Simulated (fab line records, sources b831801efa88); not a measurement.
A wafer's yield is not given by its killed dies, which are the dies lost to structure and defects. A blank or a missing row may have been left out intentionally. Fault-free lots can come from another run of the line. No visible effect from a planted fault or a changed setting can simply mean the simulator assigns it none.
Struck lot and sound lot, side by side / flow sky130 / 22 steps out of a route of 708
Sound: these wafers, L554.2, L554.4, L554.6. Wafers struck: L548.3, L548.5, L548.6. At the end, the cause is stated.
Each step with rows lists, per side, the tool, then ch with its chambers, then its first start. Under that, the readings that differ: sound wafers / struck wafers / difference of the means / sigmas: that difference in standard deviations of wafers without a fault.
alike: same words and numbers on both sides, and readings whose means sit less than 2 such deviations apart. not compared: any withheld reading, any reading some wafer has no value for, any bound like >300 that may hide the same value, and any number with overlapping values for which the record gives no deviation.
The two part at a step that has a row with sigmas, a row that says differs or no value, or rows on one side only. Numbers that have no deviation but don't overlap get no sigmas and don't part them. A reading missing from all wafers of one side parts the sides only when that side holds two or more wafers.

SKY_METAL4_SPUTTER_00: material Ti, target thk 15 nm, time 10 s.
  sound on pvd sputter-02 at day 44 16:34; struck on pvd sputter-01 at day 43 15:13
  alike: chamber pressure pa, throttle valve pct
then, 1 step without rows for these wafers: SKY_METAL4_SPUTTER_01 (material TiN, target thk 20 nm, time 16.7 s).
SKY_METAL4_SPUTTER_02: material AlCu, target thk 735 nm, time 39.1 s.
  sound on pvd sputter-02 at day 44 16:37; struck on pvd sputter-01 at day 43 15:16
  alike: chamber pressure pa, throttle valve pct
SKY_METAL4_SPUTTER_03: material Ti, target thk 5 nm, time 3.3 s.
  sound on pvd sputter-02 at day 44 16:40; struck on pvd sputter-01 at day 43 15:17
  alike: chamber pressure pa, throttle valve pct
then, 1 step without rows for these wafers: SKY_METAL4_SPUTTER_04 (material TiN, target thk 70 nm, time 58.3 s).
SKY_CAP2M_CVD_00: deposits SiO2, target thk 15.5 nm.
  sound on pecvd-04 ch 0,2, day 44 16:44; struck on pecvd-02 ch 0, day 43 15:23
  alike: heater power w
SKY_CAP2M_THK_MEAS_01:
  sound on film metro-03 at day 44 16:46; struck on film metro-03 at day 43 15:27
  alike: CAP2M_CVD_00_THK
SKY_CAP2M_SPUTTER_02: material TiN, target thk 200 nm, time 166.7 s.
  sound on pvd sputter-01 at day 44 16:49; struck on pvd sputter-03 at day 43 15:29
  alike: chamber pressure pa, throttle valve pct
SKY_CAP2M_RS_MEAS_03: measurement is done with a four-point probe.
  sound on film metro-04 at day 44 16:56; struck on film metro-01 at day 43 15:38
  alike: CAP2M_TIN_RS
SKY_CAP2M_THK_MEAS_04: measures by xrf.
  sound on film metro-04 at day 44 17:03; struck on film metro-01 at day 43 15:44
  alike: CAP2M_TIN_THK
then, 2 steps without rows for these wafers: SKY_CAP2M_DEHYDRATE_05 (time 60 s); SKY_CAP2M_HMDS_06 (prime time 60 s).
SKY_CAP2M_COAT_07: resist thk 1140 nm.
  sound on litho track-01 ch 0, day 45 03:26; struck on litho track-03 ch 0, day 44 02:33
reading=spin speed rpm (rpm); sound=2998.8 3000.9 2996.6; struck=2713.7 2712.5 2715.3; difference=-284.9; sigmas=-99 or more
reading=model.NOVOLAK_of_CAP2M_COAT_07.thk nm (nm); sound=1141 1140 1139; struck=1198 1198 1199; difference=+58; sigmas=
then, 4 steps without rows for these wafers: SKY_CAP2M_SOFTBAKE_08 (time 60 s); SKY_CAP2M_EXPOSE_09 (exposes mask CAP2M, target cd 1000 nm); SKY_CAP2M_PEB_10; SKY_CAP2M_DEVELOP_11 (develop time 60 s).
SKY_CAP2M_OVL_MEAS_12:
  sound on overlay-02 at day 45 13:19; struck on overlay-02 at day 44 14:07
  alike: CAP2M_OVL
SKY_CAP2M_METAL_ETCH_13: etches TiN in Cl2/BCl3, stops on SiO2, target depth 220 nm, time 62.9 s.
  sound on rie metal-02 ch 0,1, day 45 13:20; struck on rie metal-04 ch 0, day 44 14:13
reading=mfc cl2 sccm (sccm); sound=59.97 60.04 60.06; struck=59.41 59.58 59.68; difference=-0.47; sigmas=-3
reading=model.NOVOLAK_of_CAP2M_COAT_07.thk nm (nm); sound=990.7 989.2 987.8; struck=1051 1051 1052; difference=+62; sigmas=
reading=model.CAP2M.cd nm (nm); sound=1003 998.5 999.9; struck=1008 1007 1010; difference=+8; sigmas=
  alike: drypump motor current A, oes product au, throttle valve pct
  not compared: rf hours counter h
SKY_CAP2M_STRIP_14: strips in O2/N2.
  sound on plasma asher-03 ch 0,1, day 45 13:25; struck on plasma asher-03 ch 0,1, day 44 14:23
reading=strip time to endpoint s (s); sound=12.63 12.61 12.58; struck=13.23 13.24 13.25; difference=+0.63; sigmas=+12
  alike: drypump motor current A, oes product au
  not compared: rf hours counter h
then, 1 step without rows for these wafers: SKY_CAP2M_STRIP_15 (strips in post etch residue remover, time 1200 s).
SKY_PAD_OPEN_PROBE_99:
  sound wafers here have rows in the record (prober-01, day 49 19:25); struck ones have none

WHERE THEY PART
At SKY_CAP2M_COAT_07 first; at SKY_PAD_OPEN_PROBE_99 last (within this record only).

WHY: what the simulator had put in
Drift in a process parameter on litho track-03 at SKY_CAP2M_COAT_07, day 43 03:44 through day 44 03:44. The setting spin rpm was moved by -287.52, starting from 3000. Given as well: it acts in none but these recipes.
